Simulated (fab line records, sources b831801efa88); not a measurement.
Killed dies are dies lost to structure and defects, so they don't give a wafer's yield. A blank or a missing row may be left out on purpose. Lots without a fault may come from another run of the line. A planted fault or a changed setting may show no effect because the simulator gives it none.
Split-lot experiment | flow sky130 | 5 lots, 23 wafers read, on a route of 708 steps

THE SPLIT
At SKY_VT_ADJUST_LVTN_COAT_02 (resist thk 3000 nm), the setting resist_thk_nm was moved away from the recipe's 3000 nm on 7 of the 23 wafers read, by -5.0% to +2.4%. The other wafers ran this setting at the recipe's value.

The reading is taken at the split's own step.

THE READING
coat_of_VT_ADJUST_LVTN_COAT_02.thk_nm (the simulator's own value, which no gauge read), in nm, at SKY_VT_ADJUST_LVTN_COAT_02 (resist thk 3000 nm). The file gives no usual value for it. The 16 wafers here that ran the recipe average 3001 nm, standard deviation 9.6 nm.

wafer  | tool, chamber at the split | resist_thk_nm as run, nm | against the recipe | coat_of_VT_ADJUST_LVTN_COAT_02.thk_nm, nm | against lot-mates on the recipe
L077.2 | litho_track-04, 0          | 2851                     | -5.0%              | 2829                                      | -161
L077.3 | litho_track-04, 0          | 3000                     | recipe             | 2985                                      | -
L077.4 | litho_track-04, 0          | 3000                     | recipe             | 2993                                      | -
L077.5 | litho_track-04, 0          | 3000                     | recipe             | 2992                                      | -
L077.6 | litho_track-04, 0          | 2851                     | -5.0%              | 2840                                      | -150
L078.1 | litho_track-04, 0          | 3073                     | +2.4%              | 3078                                      | +73
L078.2 | litho_track-04, 0          | 3000                     | recipe             | 3006                                      | -
L078.3 | litho_track-04, 0          | 3000                     | recipe             | 3004                                      | -
L078.4 | litho_track-04, 0          | 3073                     | +2.4%              | 3077                                      | +72
L078.5 | litho_track-04, 0          | 3073                     | +2.4%              | 3067                                      | +62
L080.1 | litho_track-01, 0          | 3000                     | recipe             | 2990                                      | -
L080.2 | litho_track-01, 0          | 2878                     | -4.1%              | 2867                                      | -127
L080.4 | litho_track-01, 0          | 2878                     | -4.1%              | 2877                                      | -117
L080.5 | litho_track-01, 0          | 3000                     | recipe             | 2999                                      | -
L080.6 | litho_track-01, 0          | 3000                     | recipe             | 2993                                      | -
L081.1 | litho_track-02, 0          | 3000                     | recipe             | 3001                                      | -
L081.2 | litho_track-02, 0          | 3000                     | recipe             | 3007                                      | -
L081.3 | litho_track-02, 0          | 3000                     | recipe             | 2999                                      | -
L081.5 | litho_track-02, 0          | 3000                     | recipe             | 3005                                      | -
L081.6 | litho_track-02, 0          | 3000                     | recipe             | 3000                                      | -
L082.1 | litho_track-04, 0          | 3000                     | recipe             | 3024                                      | -
L082.4 | litho_track-04, 0          | 3000                     | recipe             | 3015                                      | -
L082.5 | litho_track-04, 0          | 3000                     | recipe             | 3010                                      | -

THE FIT
A straight line over all 23 wafers: coat_of_VT_ADJUST_LVTN_COAT_02.thk_nm changes by +32.2 nm for each +1% of resist_thk_nm; r = +0.99; the points scatter about the line by 9.4 nm.
The same after taking each lot's own level away (the mean of its wafers on the recipe; 23 wafers): +30.2 nm for each +1%; r = +1.00; scatter 4.9 nm.
On that fit, the largest move of resist_thk_nm shifts the reading by 1.5e+02 nm.
The lots' own levels span 2990.0 to 3016.3 nm, that is 2.7 times the standard deviation above.
So the lot-to-lot level changes the slope little: the two slopes agree.
Check: with one of the wafers moved furthest among these (-5.0%) left out of the fit, the line predicts -148 nm for it against its lot-mates. It came out at -161 nm against them.

OTHER SPLITS ON THESE WAFERS
These wafers also went through other splits before the reading. Each is held against what the fit with the lots' levels taken away leaves over:
other split on the same wafers           | wafers away from the commonest value | r with coat_of_VT_ADJUST_LVTN_COAT_02.thk_nm (lot level and that fit taken away)
SKY_FIELD_ISO_OXIDATION_01 ox_time_s     | 15                                   | +0.01
SKY_FIELD_ISO_CVD_03 temp_c              | 10                                   | -0.07
SKY_FIELD_ISO_DEVELOP_12 dev_temp_c      | 11                                   | +0.22
SKY_NWELL_IMPLANT_12 energy_kev          | 9                                    | +0.06
SKY_NWELL_IMPLANT_24 dose_cm2            | 9                                    | +0.16
SKY_VT_ADJUST_HVTP_DEVELOP_06 dev_temp_c | 8                                    | -0.01

THE WHOLE CHAIN: every reading that the file lists as answering this split, in the file's order
step                        | what it does       | reading                                                                                | change (the file's fit)              | r (the file's)
SKY_VT_ADJUST_LVTN_COAT_02  | resist thk 3000 nm | coat_of_VT_ADJUST_LVTN_COAT_02.thk_nm (the simulator's own value, which no gauge read) | +30.4 nm for each +1% of the setting | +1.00
SKY_VT_ADJUST_LVTN_STRIP_09 | strips in O2/N2    | strip_time_to_endpoint_s                                                               | withheld for each +1% of the setting | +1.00

THE FILE'S OWN FIT
coat_of_VT_ADJUST_LVTN_COAT_02.thk_nm changes by +30.4 nm for each +1% of resist_thk_nm, r = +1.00.
